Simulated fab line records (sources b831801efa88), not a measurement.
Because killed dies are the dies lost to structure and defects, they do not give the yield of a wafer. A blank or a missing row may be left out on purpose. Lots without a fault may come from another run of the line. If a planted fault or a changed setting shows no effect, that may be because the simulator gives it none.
Comparing a struck lot with a sound one	flow sky130	15 steps out of a route of 708
Sound: these wafers, L726.1, L726.2, L726.4. Struck: wafers L745.2, L745.5. (L745.3 of the same lot was not struck and is left out.) The cause comes at the end.
Order at every step that has rows: each side's tool, ch and its chambers, its first start. Under that, the readings that differ: sound wafers	struck wafers	difference of the means	sigmas: that difference in standard deviations of wafers without a fault.
alike: readings with means less than 2 such deviations apart, plus words and numbers identical on both sides. not compared: withheld readings, readings lacking a value on some wafer, bounds such as >300 that could conceal the same value, and numbers that have no deviation in the record and whose values overlap.
Wherever a step has rows on one side only, a row that says differs or no value, or a row with sigmas, the two part there. When numbers do not overlap yet have no deviation, they are printed without sigmas and do not part them. A reading that every wafer of one side lacks parts them only if that side has two wafers or more.

first, 6 steps without rows for these wafers: SKY_VIA4_HMDS_05 (prime time 60 s); SKY_VIA4_COAT_06 (resist thk 1140 nm); SKY_VIA4_SOFTBAKE_07 (time 60 s); SKY_VIA4_EXPOSE_08 (exposes mask VIM4, target cd 800 nm); SKY_VIA4_PEB_09; SKY_VIA4_DEVELOP_10 (develop time 60 s).
SKY_VIA4_OVL_MEAS_11:
  sound on overlay-02, day 43 07:17; struck on overlay-02, day 48 01:59
  alike: VIA4_OVL
SKY_VIA4_ETCH_12: etches SiO2 in C4F8/O2/Ar, stops on TiN, target depth 580 nm.
  sound on rie_diel-02 ch 1,2,3, day 43 07:19; struck on rie_diel-02 ch 2,3, day 48 02:01
reading	sound	struck	difference	sigmas
oes_product_au (a.u.)	0.914 0.918 0.918	0.939 0.928	+0.017	+3
SKY_VIA4_STRIP_13: strips in O2/N2.
  sound on plasma_asher-03 ch 0,1, day 43 07:23; struck on plasma_asher-04 ch 0,1, day 48 02:05
  alike: drypump_motor_current_A, oes_product_au, strip_time_to_endpoint_s
  not compared: rf_hours_counter_h
then, 3 steps without rows for these wafers: SKY_VIA4_STRIP_14 (strips in post etch residue remover, time 1200 s); SKY_VIA4_CLEAN_15 (cleans in IPA, time 180 s); SKY_VIA4_CLEAN_16 (cleans in O3/DIW).
SKY_VIA4_SPUTTER_17: material TiN, target thk 20 nm, time 80 s.
  sound on pvd_sputter-03, day 43 08:01; struck on pvd_sputter-03, day 48 02:43
reading	sound	struck	difference	sigmas
model.TiN_of_VIA4_SPUTTER_17.thk_nm (nm)	20.04 19.81 19.75	21.01 21.06	+1.17	
  alike: throttle_valve_pct
SKY_VIA4_CVD_18: deposits W, target thk 505 nm, time 152.14 s.
  sound on cvd_w-01 ch 0,1, day 43 08:04; struck on cvd_w-01 ch 0, day 48 02:47
  alike: heater_power_w
-- the record jumps here: 2 days lie between the struck wafers' starts before and after (it left off in module VIA4 and takes up again in module PAD_OPEN, whose first step shown is number 708 of the route) --
SKY_PAD_OPEN_PROBE_99:
  sound on prober-02, day 46 05:43; struck on prober-02, day 50 11:13
  alike: defect_limited_yield, killed_at_M0_to_M3, killed_at_M4_up, killed_at_contacts, killed_at_front_end, killed_at_other, killed_dies, killed_on_rim, killed_open, killed_short, sort_bin_3_pad_short, sort_bin_5_function, sort_bin_6_memory, sort_n_pass, sort_yield_pct

== WHERE THEY PART ==
Only at SKY_VIA4_ETCH_12, within this record. Later steps at which nothing parts them and some readings are alike: SKY_VIA4_STRIP_13, SKY_VIA4_SPUTTER_17, SKY_VIA4_CVD_18, SKY_PAD_OPEN_PROBE_99.

WHY: the cause the simulator had injected
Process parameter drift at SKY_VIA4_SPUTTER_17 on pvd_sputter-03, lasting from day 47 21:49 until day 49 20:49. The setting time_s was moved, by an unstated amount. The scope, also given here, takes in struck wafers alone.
